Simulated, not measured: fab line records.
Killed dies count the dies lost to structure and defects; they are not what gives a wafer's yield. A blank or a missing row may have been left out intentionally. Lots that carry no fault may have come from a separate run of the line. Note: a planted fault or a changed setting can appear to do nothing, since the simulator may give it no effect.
Which tool did it? | flow gf180mcu | Sampling: 14 lots, 42 wafers, 5 of 602 route steps

## WHAT EACH GAUGE READ, for each wafer
GF_STI_CD_MEAS_12: target cd 220 nm. Usual: cd nm reads 220.1 nm (standard deviation 1.2).
lot  | measured    | on        | cd nm (nm)        | flag
L659 | day 2 00:30 | cd sem-01 | 221.2 221.5 221.9 |
L660 | day 2 06:45 | cd sem-02 | 219.6 219.1 219.9 |
L661 | day 2 10:48 | cd sem-01 | 219.8 218.0 218.9 |
L663 | day 2 23:34 | cd sem-01 | 220.5 221.0 221.3 |
L664 | day 3 03:02 | cd sem-02 | 219.5 219.5 218.9 |
L665 | day 3 08:45 | cd sem-01 | 221.4 220.2 220.6 |
L666 | day 3 13:40 | cd sem-01 | 219.1 217.9 219.0 |
L667 | day 3 19:54 | cd sem-02 | 219.1 218.8 219.4 |
L668 | day 4 03:17 | cd sem-01 | 219.1 219.5 220.3 |
L669 | day 4 05:12 | cd sem-02 | 221.1 219.6 220.0 |
L671 | day 4 16:27 | cd sem-01 | 222.4 220.8 221.2 |
L677 | day 5 22:07 | cd sem-02 | 210.1 210.4 210.0 | OFF
L678 | day 6 01:55 | cd sem-01 | 211.1 210.5 210.1 | OFF
L682 | day 7 00:00 | cd sem-01 | 223.5 222.9 221.1 |

GF_M3_RS_MEAS_05: the measuring method here is four-point-probe. Usual: for M3_ALCU_RS the level is 0.0697 ohm/sq and the standard deviation is 0.0009.
lot  | measured     | on            | M3_ALCU_RS (ohm/sq)  | flag
L659 | day 20 07:26 | film metro-04 | 0.0708 0.0700 0.0700 |
L660 | day 20 15:28 | film metro-04 | 0.0684 0.0691 0.0696 |
L661 | day 20 22:44 | film metro-02 | 0.0681 0.0685 0.0688 |
L663 | day 22 06:14 | film metro-04 | 0.0700 0.0703 0.0707 |
L664 | day 22 12:36 | film metro-03 | 0.0693 0.0689 0.0692 |
L665 | day 22 19:24 | film metro-03 | 0.0678 0.0676 0.0680 |
L666 | day 23 02:37 | film metro-04 | 0.0716 0.0706 0.0704 |
L667 | day 23 11:16 | film metro-02 | 0.0704 0.0698 0.0704 |
L668 | day 24 02:41 | film metro-04 | 0.0686 0.0688 0.0693 |
L669 | day 24 11:38 | film metro-02 | 0.0697 0.0697 0.0695 |
L671 | day 25 03:09 | film metro-03 | 0.0716 0.0709 0.0724 |
L677 | day 26 15:29 | film metro-04 | 0.0697 0.0703 0.0697 |
L678 | day 26 20:19 | film metro-03 | 0.0699 0.0704 0.0703 |
L682 | day 28 02:54 | film metro-02 | 0.0708 0.0711 0.0714 |

GF_M3_THK_MEAS_06: measures by xrf. Usual: for M3_ALCU_THK the level is 448 nm and the standard deviation is 6.
lot  | measured     | on            | M3_ALCU_THK (nm) | flag
L659 | day 20 07:34 | film metro-04 | 437 445 444      |
L660 | day 20 15:35 | film metro-04 | 452 449 446      |
L661 | day 20 22:50 | film metro-02 | 460 458 455      |
L663 | day 22 06:20 | film metro-04 | 448 446 441      |
L664 | day 22 12:43 | film metro-03 | 449 453 452      |
L665 | day 22 19:31 | film metro-03 | 460 462 460      |
L666 | day 23 02:43 | film metro-04 | 438 443 444      |
L667 | day 23 11:23 | film metro-02 | 444 447 443      |
L668 | day 24 02:48 | film metro-04 | 454 454 449      |
L669 | day 24 11:44 | film metro-02 | 447 448 450      |
L671 | day 25 03:16 | film metro-03 | 435 440 429      |
L677 | day 26 15:35 | film metro-04 | 450 444 446      |
L678 | day 26 20:26 | film metro-03 | 446 443 443      |
L682 | day 28 03:01 | film metro-02 | 444 441 441      |

## TOOL THAT RAN EACH LOT (tool first, then ch and the chambers of the sampled wafers, then the start)
lot  | GF_STI_SOFTBAKE_08               | GF_M3_SPUTTER_00
L659 | litho track-01 ch 0, day 1 18:54 | pvd sputter-02, day 20 07:13
L660 | litho track-04 ch 0, day 2 01:08 | pvd sputter-02, day 20 15:14
L661 | litho track-04 ch 0, day 2 05:30 | pvd sputter-03, day 20 22:29
L663 | litho track-03 ch 0, day 2 16:52 | pvd sputter-02, day 22 05:57
L664 | litho track-04 ch 0, day 2 20:26 | pvd sputter-04, day 22 12:23
L665 | litho track-04 ch 0, day 3 02:33 | pvd sputter-03, day 22 19:10
L666 | litho track-03 ch 0, day 3 07:22 | pvd sputter-02, day 23 02:22
L667 | litho track-04 ch 0, day 3 12:47 | pvd sputter-04, day 23 11:02
L668 | litho track-01 ch 0, day 3 20:21 | pvd sputter-04, day 24 02:28
L669 | litho track-01 ch 0, day 3 22:40 | pvd sputter-03, day 24 11:23
L671 | litho track-04 ch 0, day 4 09:38 | pvd sputter-02, day 25 02:56
L677 | litho track-04 ch 0, day 5 15:08 | pvd sputter-04, day 26 15:14
L678 | litho track-04 ch 0, day 5 19:15 | pvd sputter-03, day 26 20:05
L682 | litho track-03 ch 0, day 6 16:29 | pvd sputter-02, day 28 02:41
- GF_STI_SOFTBAKE_08: time 60 s.
- GF_M3_SPUTTER_00: material Ti, target thk 37.5 nm, time 150 s.

## WHAT THE TOOLS THEMSELVES READ (means of the sampled wafers that have a number; where no wafer has one, the mark that the record gives instead)
GF_STI_SOFTBAKE_08. Usual: heater power total W 93.06 W, standard deviation 0.057; plate temp C 129.98 C, standard deviation 0.13.
lot  | tool           | heater power total W (W) | plate temp C (C) | flag
L659 | litho track-01 | 93.12                    | 129.99           |
L660 | litho track-04 | 93.02                    | 129.94           |
L661 | litho track-04 | 93.09                    | 129.99           |
L663 | litho track-03 | 93.05                    | 130.03           |
L664 | litho track-04 | 93.02                    | 129.92           |
L665 | litho track-04 | 93.03                    | 129.96           |
L666 | litho track-03 | 93.02                    | 129.92           |
L667 | litho track-04 | 93.02                    | 129.83           |
L668 | litho track-01 | 93.03                    | 129.78           |
L669 | litho track-01 | 93.10                    | 129.96           |
L671 | litho track-04 | 93.08                    | 130.04           |
L677 | litho track-04 | 96.10                    | 133.25           | OFF
L678 | litho track-04 | 96.21                    | 133.25           | OFF
L682 | litho track-03 | 93.09                    | 130.08           |

GF_M3_SPUTTER_00. Usual: throttle valve pct reads 30.1 % (standard deviation 0.79).
lot  | tool           | throttle valve pct (%) | flag
L659 | pvd sputter-02 | 29.9                   |
L660 | pvd sputter-02 | 29.9                   |
L661 | pvd sputter-03 | 29.7                   |
L663 | pvd sputter-02 | 29.7                   |
L664 | pvd sputter-04 | 31.6                   |
L665 | pvd sputter-03 | 30.1                   |
L666 | pvd sputter-02 | 29.5                   |
L667 | pvd sputter-04 | 31.2                   |
L668 | pvd sputter-04 | 31.5                   |
L669 | pvd sputter-03 | 29.9                   |
L671 | pvd sputter-02 | 29.5                   |
L677 | pvd sputter-04 | 31.0                   |
L678 | pvd sputter-03 | 29.6                   |
L682 | pvd sputter-02 | 29.7                   |

## THE ANSWER, worked out from the rows above alone
Rule: a lot counts as off when the mean over its wafers that have a number is more than 3 standard deviations away from the usual mean. A lot without any number at a reading at which 4 lots or more have one is off too. The other lots that the step has rows for count as sound. After the gauges, taken in route order, come the tools' own readings; for these a lot's mean is taken, as printed above. At the first step where some lot is off, the reading lying furthest off is the one used; lots without a number count as furthest.
Off, at GF_STI_CD_MEAS_12 on cd nm: L677, L678.
A tool fits if, at a process step before that reading, it ran every lot that is off, and no sound lot after the first of them. The gauges at GF_STI_CD_MEAS_12 aren't tried: what is off there is off at GF_STI_SOFTBAKE_08 too, on other tools, and a gauge's error can't cause that. One fits: litho track-04 at GF_STI_SOFTBAKE_08. Its last sound lot is L671 (day 4 09:38), its first lot that is off L677 (day 5 15:08): a fault that began between those two fits.
The tool's own readings at GF_STI_SOFTBAKE_08 bear it out: on the lots that are off they differ by more than 5 times the standard deviation of the sound lots' means. heater power total W reads 96.16 W there against 93.06 W on the sound lots; plate temp C reads 133.25 C there against 129.95 C on the sound lots.

## WHAT THE SIMULATOR HAD INSERTED
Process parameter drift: litho track-04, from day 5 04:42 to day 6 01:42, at GF_STI_SOFTBAKE_08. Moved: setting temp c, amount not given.
Shown lots that were struck: L677, L678. The rule given above showed the same thing.
